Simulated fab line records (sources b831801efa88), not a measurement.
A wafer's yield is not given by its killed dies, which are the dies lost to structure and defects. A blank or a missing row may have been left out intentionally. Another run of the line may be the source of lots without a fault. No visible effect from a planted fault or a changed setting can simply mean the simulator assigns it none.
Which tool is to blame? ; flow gf180mcu ; 6 lots with 18 wafers sampled at 3 steps, on a route of 602 steps

## WHAT THE GAUGES SHOWED, per wafer
GF_PSD_RS_MEAS_14: measures by four-point-probe.
lot;measured;on;NSD_RS (ohm/sq)
L969;day 14 14:42;film_metro-02;46.12 46.07 46.06
L974;day 16 11:58;film_metro-02;46.09 46.15 46.11
L978;day 17 18:06;film_metro-04;46.08 46.10 46.11
L983;day 19 22:19;film_metro-02;47.50 47.50 47.50
L987;day 21 01:59;film_metro-01;46.20 46.15 46.27
L991;day 22 05:00;film_metro-02;46.02 46.18 46.12

## TOOL THAT RAN EACH LOT (tool first, then ch and the chambers of the sampled wafers, then the start)
lot;GF_NSD_IMPLANT_10;GF_NSD_STRIP_11
L969;implanter-02 ch 0, day 13 16:35;plasma_asher-04 ch 0,1, day 13 16:44
L974;implanter-04 ch 0, day 15 12:42;plasma_asher-04 ch 1, day 15 12:50
L978;implanter-02 ch 0, day 16 18:31;plasma_asher-03 ch 0,1, day 16 18:40
L983;implanter-02 ch 0, day 18 21:08;plasma_asher-04 ch 1, day 18 21:17
L987;implanter-04 ch 0, day 20 01:17;plasma_asher-01 ch 0,1, day 20 01:25
L991;implanter-03 ch 0, day 21 04:22;plasma_asher-04 ch 0,1, day 21 04:31
- GF_NSD_IMPLANT_10
- GF_NSD_STRIP_11: strips in O2/N2.

## THE ANSWER, worked out from the rows above alone
Rule: what is usual is taken from the lots themselves. The widest of any qualifying gaps counts: lots, ordered by their means at a reading, are off when they make up no more than a third of the lots, leave a main group of 4 or more, and stand apart from it by 3 or more times the standard deviation of that group's means. A main group whose means are all the same, to the digits that the tables above print for the reading, isn't used. A lot without any number at a reading at which 4 lots or more have one is off too. All remaining lots with rows at the step are treated as sound.
Off: L983, at GF_PSD_RS_MEAS_14 (NSD_RS). The main group: mean 46.12 ohm/sq, standard deviation 0.044.
A tool fits if, at a process step before that reading, it ran every lot that is off, and no sound lot after the first of them. Gauges at GF_PSD_RS_MEAS_14: tried the same way as those tools. One fits: implanter-02 at GF_NSD_IMPLANT_10. Its last sound lot is L978 (day 16 18:31), its first lot that is off L983 (day 18 21:08): a fault that began between those two fits.

## WHAT THE SIMULATOR PUT IN
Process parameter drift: implanter-02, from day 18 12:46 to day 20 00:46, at GF_NSD_IMPLANT_10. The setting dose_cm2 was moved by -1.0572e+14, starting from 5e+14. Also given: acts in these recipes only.
Shown lots that were struck: L983. Same finding as the rule above.
